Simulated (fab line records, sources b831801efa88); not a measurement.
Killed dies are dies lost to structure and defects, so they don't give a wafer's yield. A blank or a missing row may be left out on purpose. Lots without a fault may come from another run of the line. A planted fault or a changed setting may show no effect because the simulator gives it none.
Which tool did it? | flow gf180mcu | 12 lots, 36 wafers sampled, at 1 step of a route of 602

WHAT THE GAUGES READ, wafer by wafer
GF_M4_OVL_MEAS_15.
lot  | measured     | on         | M4_OVL (nm)
L897 | day 23 05:31 | overlay-02 | -1 -3 1
L900 | day 24 10:14 | overlay-02 | 2 4 5
L902 | day 25 04:08 | overlay-02 | -4 7 3
L904 | day 25 20:38 | overlay-02 | 2 -2 7
L905 | day 26 03:40 | overlay-01 | 1 -1 9
L910 | day 27 21:02 | overlay-01 | 5 7 7
L912 | day 28 11:42 | overlay-02 | -2 1 4
L913 | day 28 15:36 | overlay-02 | 5 4 -1
L914 | day 29 00:40 | overlay-02 | 6 -5 4
L916 | day 29 11:11 | overlay-02 | 10 1 1
L917 | day 29 20:47 | overlay-02 | 3 6 1
L918 | day 29 21:50 | overlay-02 | 0 -10 1

WHICH TOOL RAN EACH LOT (tool, then ch and the chambers of the sampled wafers, then the start)
The record holds no process step before these readings.

WHAT THE TOOLS THEMSELVES READ (means of the sampled wafers that have a number; where no wafer has one, the mark that the record gives instead)
The record holds no such reading with a usual standard deviation.

THE ANSWER, worked out from the rows above alone
Rule: what is usual is taken from the lots themselves. Put in order of their means at a reading, lots are off if they are a third of the lots or fewer, leave a main group of 4 or more, and stand apart from it by a gap of 3 or more times the standard deviation of the main group's means; of several such gaps the widest counts. A main group whose means are all the same, to the digits that the tables above print for the reading, isn't used. A lot without any number at a reading at which 4 lots or more have one is off too. The other lots that the step has rows for count as sound. The gauges are gone through in route order, then the tools' own readings, and for those a lot's mean is taken as printed above. The first step at which some lot is off is used, and at that step the reading that is off furthest; a lot without a number counts as furthest.
No lot is off at any reading shown: from this, nothing can be told.

WHAT THE SIMULATOR HAD PUT IN
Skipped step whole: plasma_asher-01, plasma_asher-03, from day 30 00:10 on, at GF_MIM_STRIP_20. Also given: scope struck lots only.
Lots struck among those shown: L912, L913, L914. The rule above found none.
